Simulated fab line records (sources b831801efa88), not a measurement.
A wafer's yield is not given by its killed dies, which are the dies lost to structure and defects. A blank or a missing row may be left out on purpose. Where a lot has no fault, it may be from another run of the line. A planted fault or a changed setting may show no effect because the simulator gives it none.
What tool caused it? + flow gf180mcu + Sampling: 13 lots, 39 wafers, 4 of 602 route steps

## WHAT THE GAUGES SHOWED, per wafer
GF_M2_THK_MEAS_06: measures by xrf.
| lot  | measured     | on            | M2_ALCU_THK (nm) |
|------|--------------|---------------|------------------|
| L962 | day 18 11:55 | film_metro-02 | 450 451 450      |
| L963 | day 18 21:09 | film_metro-04 | 454 452 462      |
| L964 | day 19 07:58 | film_metro-02 | 453 452 449      |
| L968 | day 20 17:59 | film_metro-02 | 451 455 454      |
| L967 | day 20 20:39 | film_metro-04 | 447 451 448      |
| L969 | day 20 23:03 | film_metro-01 | 453 458 455      |
| L978 | day 24 05:02 | film_metro-01 | 454 461 460      |
| L979 | day 24 16:56 | film_metro-04 | 458 459 459      |
| L980 | day 24 23:13 | film_metro-01 | 461 472 467      |
| L981 | day 25 03:50 | film_metro-01 | 452 457 456      |
| L982 | day 25 12:25 | film_metro-01 | 457 447 459      |
| L983 | day 25 20:18 | film_metro-04 | 461 444 451      |
| L984 | day 26 11:49 | film_metro-02 | 466 462 454      |

GF_M3_RS_MEAS_05: the measuring method here is four-point-probe.
| lot  | measured     | on            | M3_ALCU_RS (ohm/sq)  |
|------|--------------|---------------|----------------------|
| L962 | day 20 15:10 | film_metro-03 | 0.0706 0.0708 0.0708 |
| L963 | day 21 00:21 | film_metro-01 | 0.0696 0.0696 0.0696 |
| L964 | day 21 10:54 | film_metro-01 | 0.0698 0.0698 0.0696 |
| L968 | day 22 20:00 | film_metro-03 | 0.0692 0.0693 0.0693 |
| L967 | day 22 22:47 | film_metro-03 | 0.0687 0.0684 0.0685 |
| L969 | day 23 01:16 | film_metro-03 | 0.0704 0.0698 0.0695 |
| L978 | day 26 02:35 | film_metro-03 | 0.0692 0.0694 0.0693 |
| L979 | day 26 13:41 | film_metro-03 | 0.0686 0.0695 0.0700 |
| L980 | day 26 21:10 | film_metro-01 | 0.0695 0.0689 0.0693 |
| L981 | day 27 00:23 | film_metro-04 | 0.0691 0.0691 0.0690 |
| L982 | day 27 08:50 | film_metro-01 | 0.0689 0.0685 0.0685 |
| L983 | day 27 16:26 | film_metro-01 | 0.0690 0.0689 0.0686 |
| L984 | day 28 06:57 | film_metro-01 | 0.0699 0.0700 0.0701 |

GF_M4_RS_MEAS_05: the measuring method here is four-point-probe.
| lot  | measured     | on            | M4_ALCU_RS (ohm/sq)  |
|------|--------------|---------------|----------------------|
| L962 | day 22 17:44 | film_metro-04 | 0.0687 0.0702 0.0690 |
| L963 | day 23 02:40 | film_metro-04 | 0.0685 0.0697 0.0690 |
| L964 | day 23 12:45 | film_metro-02 | 0.0690 0.0691 0.0690 |
| L968 | day 24 19:40 | film_metro-01 | 0.0679 0.0695 0.0688 |
| L967 | day 24 22:28 | film_metro-01 | 0.0700 0.0697 0.0695 |
| L969 | day 25 00:58 | film_metro-04 | 0.0697 0.0693 0.0696 |
| L978 | day 27 21:47 | film_metro-04 | 0.0699 0.0687 0.0692 |
| L979 | day 28 08:44 | film_metro-04 | 0.0690 0.0691 0.0691 |
| L980 | day 28 16:14 | film_metro-01 | 0.0693 0.0698 0.0694 |
| L981 | day 28 21:24 | film_metro-02 | 0.0698 0.0694 0.0699 |
| L982 | day 29 03:57 | film_metro-04 | 0.0701 0.0703 0.0688 |
| L983 | day 29 10:08 | film_metro-04 | 0.0696 0.0683 0.0688 |
| L984 | day 30 00:55 | film_metro-01 | 0.0695 0.0696 0.0695 |

## WHAT TOOL EACH LOT RAN ON (gives the tool, then ch and the chambers of the sampled wafers, and finally the start)
| lot  | GF_V2_ETCH_16                      |
|------|------------------------------------|
| L962 | rie_diel-02 ch 0,3, day 20 13:32   |
| L963 | rie_diel-02 ch 0,1,3, day 20 22:47 |
| L964 | rie_diel-02 ch 2,3, day 21 09:17   |
| L968 | rie_diel-02 ch 0,2,3, day 22 18:26 |
| L967 | rie_diel-02 ch 0,1,3, day 22 21:12 |
| L969 | rie_diel-02 ch 0,1, day 22 23:41   |
| L978 | rie_diel-02 ch 0,1, day 26 00:57   |
| L979 | rie_diel-02 ch 1,2,3, day 26 12:04 |
| L980 | rie_diel-03 ch 0,1,3, day 26 19:27 |
| L981 | rie_diel-02 ch 0,3, day 26 22:44   |
| L982 | rie_diel-01 ch 1,2,3, day 27 07:02 |
| L983 | rie_diel-03 ch 0,3, day 27 14:50   |
| L984 | rie_diel-01 ch 1,2,3, day 28 05:22 |
- GF_V2_ETCH_16: etches BARC in N2/H2.

## WHAT THE TOOLS THEMSELVES READ (means of the sampled wafers that have a number; where no wafer has one, the mark that the record gives instead)
GF_V2_ETCH_16.
| lot  | tool        | bias_w (W) | drypump_motor_current_A (A) | oes_product_au (a.u.) | rf_fwd_power_W (W) | throttle_valve_pct (%) |
|------|-------------|------------|-----------------------------|-----------------------|--------------------|------------------------|
| L962 | rie_diel-02 | 99.94      | 5.9                         | 0.853                 | 491.8              | 13.224                 |
| L963 | rie_diel-02 | 100.08     | 6.0                         | 0.856                 | 496.7              | 13.221                 |
| L964 | rie_diel-02 | 99.76      | 5.9                         | 0.850                 | 497.5              | 13.224                 |
| L968 | rie_diel-02 | 100.02     | 5.9                         | 0.853                 | 493.5              | 13.233                 |
| L967 | rie_diel-02 | 100.05     | 5.9                         | 0.859                 | 574.2              | 13.231                 |
| L969 | rie_diel-02 | 100.12     | 5.7                         | 0.852                 | 571.0              | 13.215                 |
| L978 | rie_diel-02 | 99.99      | 5.7                         | 0.856                 | 495.5              | 13.222                 |
| L979 | rie_diel-02 | 99.86      | 5.9                         | 0.854                 | 496.3              | 13.236                 |
| L980 | rie_diel-03 | 100.00     | 6.1                         | 0.857                 | 495.7              | 13.219                 |
| L981 | rie_diel-02 | 100.12     | 5.9                         | 0.861                 | 494.4              | 13.226                 |
| L982 | rie_diel-01 | 100.22     | 5.6                         | 0.853                 | 494.8              | 13.227                 |
| L983 | rie_diel-03 | 100.09     | 6.0                         | 0.859                 | 496.9              | 13.249                 |
| L984 | rie_diel-01 | 100.07     | 5.6                         | 0.853                 | 495.2              | 13.221                 |

## THE ANSWER, worked out from the rows above alone
Rule: usual is defined by the lots themselves. The widest of any qualifying gaps counts: lots, ordered by their means at a reading, are off when they make up no more than a third of the lots, leave a main group of 4 or more, and stand apart from it by 3 or more times the standard deviation of that group's means. Not used: any main group whose means are identical at the precision the tables above print for the reading. A lot without any number at a reading at which 4 lots or more have one is off too. All remaining lots with rows at the step are treated as sound. After the gauges, taken in route order, come the tools' own readings; for these a lot's mean is taken, as printed above. At the first step where some lot is off, the reading lying furthest off is the one used; lots without a number count as furthest.
Off: L967, L969 (GF_V2_ETCH_16, rf_fwd_power_W). For the main group the mean is 495.3 W and the standard deviation 1.6.
A tool fits if, at that step or a process step before it, it ran every lot that is off, and no sound lot after the first of them. Not one of the candidates tried fits.

## WHAT THE SIMULATOR HAD INSERTED
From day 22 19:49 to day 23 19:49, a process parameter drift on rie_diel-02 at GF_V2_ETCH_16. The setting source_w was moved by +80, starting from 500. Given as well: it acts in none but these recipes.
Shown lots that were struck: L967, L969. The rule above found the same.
